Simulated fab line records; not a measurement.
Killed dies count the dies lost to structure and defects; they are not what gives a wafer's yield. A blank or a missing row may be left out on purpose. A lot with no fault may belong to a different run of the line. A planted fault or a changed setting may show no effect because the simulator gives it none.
What tool caused it?	flow sky130	13 lots with 39 wafers sampled at 4 steps, on a route of 708 steps

## WHAT THE GAUGES READ, wafer by wafer
SKY_LOCAL_INTERCONNECT_CD_MEAS_11: target cd 170 nm. Usual: cdNm at 169.9 nm, with a standard deviation of 1.4.
lot	measured	on	cdNm (nm)	flag
L864	day 30 03:22	cdSem-02	171.3 172.0 171.5	
L865	day 30 08:51	cdSem-01	169.3 168.4 170.2	
L866	day 30 23:05	cdSem-01	170.5 171.0 169.5	
L869	day 32 12:19	cdSem-02	169.5 170.3 169.8	
L870	day 32 15:56	cdSem-02	169.1 171.8 170.1	
L878	day 35 07:16	cdSem-01	169.6 171.2 171.5	
L877	day 35 08:07	cdSem-01	168.7 169.9 169.7	
L879	day 35 16:37	cdSem-02	170.5 171.7 171.1	
L881	day 35 23:04	cdSem-02	170.4 169.6 169.2	
L883	day 36 08:02	cdSem-02	170.6 172.3 171.0	
L884	day 36 18:22	cdSem-02	168.2 169.4 169.3	
L885	day 36 23:59	cdSem-01	172.0 173.1 171.4	
L887	day 37 19:55	cdSem-02	170.3 169.1 170.7	

SKY_CONTACT_THK_MEAS_26: measures by xrf. Usual: for CONTACT_W_THK the level is 349 nm and the standard deviation is 5.1.
lot	measured	on	CONTACT_W_THK (nm)	flag
L864	day 31 09:27	filmMetro-02	359 358 354	
L865	day 31 14:42	filmMetro-03	356 349 354	
L866	day 32 04:38	filmMetro-02	356 351 352	
L878	day 36 13:27	filmMetro-04	346 347 346	
L877	day 36 13:38	filmMetro-02	350 351 348	
L879	day 36 21:23	filmMetro-04	338 341 334	
L881	day 37 03:26	filmMetro-03	342 343 345	
L883	day 37 12:44	filmMetro-04	343 346 347	
L884	day 37 23:07	filmMetro-03	347 342 343	
L885	day 38 04:27	filmMetro-04	349 348 350	
L887	day 39 00:41	filmMetro-04	344 348 347	

## WHICH TOOL RAN EACH LOT (tool, then ch and the chambers of the sampled wafers, then the start)
lot	SKY_POLY_CUT_ETCH_10	SKY_LOCAL_INTERCONNECT_STRIP_15
L864	rieDiel-01 ch 0,2,3, day 23 23:31	plasmaAsher-04 ch 0,1, day 30 03:38
L865	rieDiel-01 ch 2,3, day 24 05:59	plasmaAsher-03 ch 0,1, day 30 09:07
L866	rieDiel-03 ch 1,2,3, day 24 21:13	plasmaAsher-02 ch 0,1, day 30 23:26
L869	rieDiel-01 ch 0,1,2, day 26 13:40	plasmaAsher-02 ch 0,1, day 32 12:35
L870	rieDiel-03 ch 0,1, day 26 16:40	plasmaAsher-02 ch 0,1, day 32 16:11
L878	rieDiel-02 ch 0,2,3, day 29 13:13	plasmaAsher-02 ch 0,1, day 35 07:31
L877	rieDiel-03 ch 0,2, day 29 14:20	plasmaAsher-02 ch 0,1, day 35 08:23
L879	rieDiel-03 ch 0,1,2, day 30 00:13	plasmaAsher-02 ch 1, day 35 16:53
L881	rieDiel-03 ch 0,1,3, day 30 06:16	plasmaAsher-02 ch 0,1, day 35 23:20
L883	rieDiel-03 ch 0,2,3, day 30 15:49	plasmaAsher-04 ch 0,1, day 36 08:17
L884	rieDiel-01 ch 1,2,3, day 31 02:46	plasmaAsher-03 ch 0,1, day 36 18:37
L885	rieDiel-02 ch 1,3, day 31 09:56	plasmaAsher-03 ch 0,1, day 37 00:21
L887	rieDiel-03 ch 0,1,2, day 32 05:17	plasmaAsher-03 ch 0,1, day 37 20:19
- SKY_POLY_CUT_ETCH_10: etches BARC in N2/H2, stops on SiO2, time 45.9 s, target depth 60 nm.
- SKY_LOCAL_INTERCONNECT_STRIP_15: strips in O2/N2.

## WHAT THE TOOLS THEMSELVES READ (means of the sampled wafers that have a number; where no wafer has one, the mark that the record gives instead)
SKY_POLY_CUT_ETCH_10. Usual: drypumpMotorCurrentA 5.7 A, standard deviation 0.37; oesProductAu 0.854 a.u., standard deviation 0.0053; throttleValvePct 13.224 %, standard deviation 0.0087.
lot	tool	drypumpMotorCurrentA (A)	oesProductAu (a.u.)	throttleValvePct (%)	flag
L864	rieDiel-01	5.5	0.854	13.228	
L865	rieDiel-01	5.7	0.854	13.230	
L866	rieDiel-03	6.0	0.857	13.234	
L869	rieDiel-01	5.5	0.856	13.227	
L870	rieDiel-03	5.8	0.856	13.227	
L878	rieDiel-02	6.1	0.855	13.234	
L877	rieDiel-03	5.7	0.852	13.227	
L879	rieDiel-03	5.7	0.853	13.215	
L881	rieDiel-03	5.8	0.853	13.232	
L883	rieDiel-03	5.8	0.852	13.222	
L884	rieDiel-01	5.6	0.856	13.233	
L885	rieDiel-02	5.4	0.857	13.227	
L887	rieDiel-03	5.7	0.849	13.225	

SKY_LOCAL_INTERCONNECT_STRIP_15. Usual: chamberPressureMTorr 1500.1 mTorr, standard deviation 1.4; drypumpMotorCurrentA 5.8 A, standard deviation 0.51; oesProductAu 0.427 a.u., standard deviation 0.0048; stripTimeToEndpointS 4.729 s, standard deviation 0.02.
lot	tool	chamberPressureMTorr (mTorr)	drypumpMotorCurrentA (A)	oesProductAu (a.u.)	stripTimeToEndpointS (s)	flag
L864	plasmaAsher-04	1499.1	6.7	0.431	4.725	
L865	plasmaAsher-03	1500.8	5.3	0.429	4.736	
L866	plasmaAsher-02	1499.0	5.7	0.425	4.736	
L869	plasmaAsher-02	-	-	-	-	OFF
L870	plasmaAsher-02	-	-	-	-	OFF
L878	plasmaAsher-02	1499.5	5.7	0.424	4.704	
L877	plasmaAsher-02	1500.6	5.7	0.426	4.754	
L879	plasmaAsher-02	1498.5	5.7	0.419	4.712	
L881	plasmaAsher-02	1500.0	5.7	0.426	4.725	
L883	plasmaAsher-04	1500.1	6.6	0.433	4.706	
L884	plasmaAsher-03	1499.8	5.6	0.430	4.729	
L885	plasmaAsher-03	1501.1	5.3	0.435	4.739	
L887	plasmaAsher-03	1500.6	5.3	0.425	4.698	

## THE ANSWER, worked out from the rows above alone
Rule: lot off if the mean of its wafers having a number is beyond 3 standard deviations from the usual mean. A lot without any number at a reading at which 4 lots or more have one is off too. Any other lot the step has rows for is counted as sound. Order of review: gauges by route order, followed by the tools' own readings, for which a lot's mean as printed above is used. The first step at which some lot is off is used, and at that step the reading that is off furthest; a lot without a number counts as furthest.
Off at SKY_LOCAL_INTERCONNECT_STRIP_15 (chamberPressureMTorr): L869, L870. Without a number there: L869, L870.
If a tool, at that step or one of the process steps before it, ran each lot that is off and ran no sound lot following the first of them, it fits. None of those tried fits.

## WHAT THE SIMULATOR HAD INSERTED
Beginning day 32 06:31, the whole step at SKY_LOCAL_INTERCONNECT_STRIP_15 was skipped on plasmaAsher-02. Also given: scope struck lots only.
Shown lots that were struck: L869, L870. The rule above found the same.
